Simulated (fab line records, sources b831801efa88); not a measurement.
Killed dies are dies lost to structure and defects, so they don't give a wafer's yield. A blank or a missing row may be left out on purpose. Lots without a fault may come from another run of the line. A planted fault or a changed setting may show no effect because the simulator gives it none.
One fault seen from 2 desks | flow sky130 | each desk has only its own numbers; what lay behind them comes last

THE METROLOGY DESK
What the gauges read, lot by lot, whatever tool the lot ran on: means of the sampled wafers that have a number. A lot is out of limits, marked OUT, if its mean lies more than 4 standard deviations from the usual mean; the brackets give that distance.
Columns: A = PWDE_RS at SKY_NWELL_RS_MEAS_31, usual 5283 ohm/sq; B = VT_ADJUST_LVTN_01_OVL at SKY_VT_ADJUST_LVTN_OVL_MEAS_18, usual 0.6 nm
lot  | first seen here | A              | B
L425 | day 5 20:34     | 5280           | -3.2
L426 | day 6 01:31     | 5279           | 1.1
L428 | day 6 15:14     | 5300           | 2.6
L429 | day 6 20:04     | 5309           | 2.3
L434 | day 8 01:35     | 5244           | 1.2
L436 | day 8 08:56     | 5264           | 1.8
L437 | day 8 21:41     | 5013 (-14) OUT | -2.0
L438 | day 9 03:34     | 5001 (-14) OUT | -0.6
L442 | day 10 09:40    | 5271           | 2.3
L445 | day 10 21:25    | 5269           | 1.8
L446 | day 11 11:19    | 5289           | -0.3
This desk's finding: out of limits on L437, L438; first on L437, day 8 21:41 (PWDE_RS at SKY_NWELL_RS_MEAS_31). In limits: L425, L426, L428, L429, L434, L436, L442, L445, L446.

THE TOOL OWNER'S DESK: implanter-03
The tool's own readings at SKY_PWDE_IMPLANT_08: means of the sampled wafers that have a number, for each lot that ran on this tool. A lot is out of limits, marked OUT, if its mean lies more than 4 standard deviations from the usual mean; the brackets give that distance.
Columns: A = dose_ions_cm2 at SKY_PWDE_IMPLANT_08, usual 3.6e+12; B = faraday_current_uA at SKY_PWDE_IMPLANT_08, usual 20.3
lot  | first seen here | A                 | B
L425 | day 4 07:58     | 3.6e+12           | 20.4
L426 | day 4 13:07     | 3.6e+12           | 20.1
L434 | day 6 10:22     | 3.6e+12           | 20.3
L436 | day 6 16:26     | 3.6e+12           | 20.1
L437 | day 7 04:17     | 3.8e+12 (+67) OUT | 21.5
L438 | day 7 09:08     | 3.9e+12 (+68) OUT | 21.7
This desk's finding: out of limits on L437, L438; first on L437, day 7 04:17 (dose_ions_cm2 at SKY_PWDE_IMPLANT_08). In limits: L425, L426, L434, L436.

PUT TOGETHER
The tool owner's desk could have raised an alarm at day 7 04:17, on L437, L438.
The metrology desk could have raised an alarm at day 8 21:41, on L437, L438.
Of the lots named, all ran SKY_PWDE_IMPLANT_08 on implanter-03.

WHAT THE SIMULATOR HAD PUT IN
Process parameter drift: implanter-03, from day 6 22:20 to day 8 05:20, at SKY_PWDE_IMPLANT_08. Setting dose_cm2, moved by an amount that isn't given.
Lots struck among those shown: L437, L438.
Hours from the fault's start to each desk's first reading out of limits: the tool owner's desk, 6; the metrology desk, 47.
